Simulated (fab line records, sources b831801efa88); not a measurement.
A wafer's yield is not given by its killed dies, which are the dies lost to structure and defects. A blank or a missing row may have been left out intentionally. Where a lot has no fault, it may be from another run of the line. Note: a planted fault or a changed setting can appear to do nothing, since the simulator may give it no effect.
A struck lot beside a sound one -- flow sky130 -- 13 out of 708 route steps
Sound: wafers L507.2, L507.3, L507.6. Struck: wafers L514.1, L514.2, L514.5. The cause is named last.
For every step that has rows: the tool of each side, followed by ch and its chambers, followed by its first start. Under that, the readings that differ: sound wafers -- struck wafers -- difference of the means -- sigmas: that difference in standard deviations of wafers without a fault.
alike: readings whose means differ by less than 2 such deviations, and words and numbers that are the same on both sides. not compared: withheld readings, readings that some wafer has no value for, bounds like >300 that may hide the same value, and numbers for which the record gives no deviation and whose values overlap.
A row with sigmas, a row that says differs or no value, or rows on one side alone: a step with any of these is where the two part. Numbers that don't overlap but have no deviation are shown without sigmas and don't part them. Lack of a reading on every wafer of one side parts them only where that side has two or more wafers.

first, 1 step without rows for these wafers: SKY_NWELL_IMPLANT_24.
SKY_NWELL_STRIP_25: strips in O2/N2.
  sound on plasma-asher-04 ch 0,1, day 8 12:23; struck on plasma-asher-04 ch 0,1, day 10 00:14
reading,sound,struck,difference,sigmas
strip-time-to-endpoint-s (s),36.66 36.69 36.63,37.01 37.03 36.94,+0.33,+3
  alike: drypump-motor-current-A, oes-product-au
  not compared: rf-hours-counter-h
SKY_NWELL_TW_MEAS_26:
  sound: film-metro-02 at day 8 12:30; struck: film-metro-02 at day 10 00:20
  alike: NWELL_2_TW
then, 1 step without rows for these wafers: SKY_NWELL_CLEAN_27 (cleans in SC1/SC2, time 150 s).
SKY_NWELL_RTA_28: time 30 s.
  sound on rtp-anneal-02 ch 0, day 8 12:37; struck on rtp-anneal-01 ch 0, day 10 00:27
reading,sound,struck,difference,sigmas
chamber-o2-ppm,2.020 2.012 2.040,1.956 1.999 1.961,-0.052,-3
  alike: lamp-power-pct, wafer_temp_C_max
SKY_NWELL_RS_MEAS_29: the measuring method here is four-point-probe.
  sound: film-metro-03 at day 8 12:43; struck: film-metro-03 at day 10 00:33
  alike: NWELL_RS
SKY_NWELL_RS_MEAS_31: the measuring method here is four-point-probe.
  sound: film-metro-03 at day 8 12:58; struck: film-metro-03 at day 10 00:47
  alike: PWDE_RS
then, 4 steps without rows for these wafers: SKY_VT_ADJUST_HVTP_DEHYDRATE_00 (time 60 s); SKY_VT_ADJUST_HVTP_HMDS_01 (prime time 60 s); SKY_VT_ADJUST_HVTP_COAT_02 (resist thk 1140 nm); SKY_VT_ADJUST_HVTP_SOFTBAKE_03 (time 60 s).
SKY_VT_ADJUST_HVTP_EXPOSE_04: exposes mask HVTPM, target cd 380 nm.
  struck on iline-stepper-02, day 10 12:03; sound on iline-stepper-01 ch 0, day 9 00:07
  no value came back on the struck wafers for exposure-dose-mJ-cm2, focus-offset-nm (nm), reticle-temp-C (C), sigma-outer; on the sound wafers exposure-dose-mJ-cm2 reads 139.99 140.09 140.02
  alike: mask
after that, 1 step had no rows for these wafers: SKY_VT_ADJUST_HVTP_PEB_05.

WHERE THEY PART
Earliest at SKY_NWELL_STRIP_25; latest, in this record, at SKY_VT_ADJUST_HVTP_EXPOSE_04.

WHY: what the simulator had put in
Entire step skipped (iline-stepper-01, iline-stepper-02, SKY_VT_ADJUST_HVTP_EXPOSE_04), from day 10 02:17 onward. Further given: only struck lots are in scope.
